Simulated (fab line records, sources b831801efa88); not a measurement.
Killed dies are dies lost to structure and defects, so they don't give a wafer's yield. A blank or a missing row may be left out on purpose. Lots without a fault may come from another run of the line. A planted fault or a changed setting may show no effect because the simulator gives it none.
A struck lot beside a sound one | flow sky130 | 15 steps out of a route of 708
Sound: wafers L129.2, L129.3, L129.4. Struck: wafer L136.1. (L136.4 of the same lot was not struck and is left out.) The cause comes at the end.
At each step with rows: each side's tool, then ch and its chambers, then its first start. Under that, the readings that differ: sound wafers | struck wafers | difference of the means | sigmas: that difference in standard deviations of wafers without a fault.
alike: readings whose means differ by less than 2 such deviations, and words and numbers that are the same on both sides. not compared: withheld readings, readings that some wafer has no value for, bounds like >300 that may hide the same value, and numbers for which the record gives no deviation and whose values overlap.
The two part at a step that has a row with sigmas, a row that says differs or no value, or rows on one side only. Numbers that don't overlap but have no deviation are shown without sigmas and don't part them. A reading that every wafer of one side lacks parts them only if that side has two wafers or more.

SKY_METAL5_SPUTTER_03: material Ti, target thk 5 nm, time 3.3 s.
  sound on pvd_sputter-04, day 46 04:23; struck on pvd_sputter-01, day 48 02:58
  alike: throttle_valve_pct
SKY_METAL5_SPUTTER_04: material TiN, target thk 70 nm, time 58.3 s.
  sound on pvd_sputter-04, day 46 04:23; struck on pvd_sputter-01, day 48 02:59
  alike: throttle_valve_pct
SKY_METAL5_RS_MEAS_05: measures by four-point-probe.
  sound on film_metro-02, day 46 04:28; struck on film_metro-04, day 48 03:08
  alike: METAL5_ALCU_RS
SKY_METAL5_THK_MEAS_06: measures by xrf.
  sound on film_metro-02, day 46 04:34; struck on film_metro-04, day 48 03:16
  alike: METAL5_ALCU_THK
then, 7 steps without rows for these wafers: SKY_METAL5_DEHYDRATE_07 (time 60 s); SKY_METAL5_HMDS_08 (prime time 60 s); SKY_METAL5_COAT_09 (resist thk 1800 nm); SKY_METAL5_SOFTBAKE_10 (time 60 s); SKY_METAL5_EXPOSE_11 (exposes mask MM5, target cd 1600 nm); SKY_METAL5_PEB_12; SKY_METAL5_DEVELOP_13 (develop time 60 s).
SKY_METAL5_DESCUM_14: chemistry O2, time 11 s.
  sound on rie_metal-03 ch 0,1, day 47 01:28; struck on rie_metal-03 ch 1, day 48 22:50
  alike: drypump_motor_current_A, he_backside_leak_sccm, oes_product_au
  not compared: rf_hours_counter_h
SKY_METAL5_METAL_ETCH_15: etches the open film in Cl2/BCl3, stops on SiO2, target depth 1260 nm, time 252 s.
  sound on rie_metal-03 ch 0,1, day 47 01:29; struck on rie_metal-03 ch 1, day 48 22:53
  reading        | sound       | struck  | difference | sigmas
  over_etch_frac | 0.2 0.2 0.2 | 0.18547 | -0.01453   |
  alike: drypump_motor_current_A, he_backside_leak_sccm, oes_product_au, throttle_valve_pct
  not compared: rf_hours_counter_h
SKY_METAL5_STRIP_16: strips in O2/N2.
  sound on plasma_asher-02 ch 0,1, day 47 01:44; struck on plasma_asher-02 ch 1, day 48 23:07
  alike: drypump_motor_current_A, oes_product_au, strip_time_to_endpoint_s
  not compared: rf_hours_counter_h
SKY_PAD_OPEN_PROBE_99:
  sound on prober-01, day 48 20:41; struck on prober-02, day 50 14:47
  reading     | sound    | struck | difference | sigmas
  killed_open | 51 50 64 | 39     | -16        | -2
  alike: defect_limited_yield, killed_at_M0_to_M3, killed_at_M4_up, killed_at_contacts, killed_at_front_end, killed_at_other, killed_dies, killed_short, sort_bin_3_pad_short, sort_bin_5_function, sort_bin_6_memory, sort_n_pass, sort_yield_pct

WHERE THEY PART
Only at SKY_PAD_OPEN_PROBE_99, within this record.

WHY: what the simulator had put in
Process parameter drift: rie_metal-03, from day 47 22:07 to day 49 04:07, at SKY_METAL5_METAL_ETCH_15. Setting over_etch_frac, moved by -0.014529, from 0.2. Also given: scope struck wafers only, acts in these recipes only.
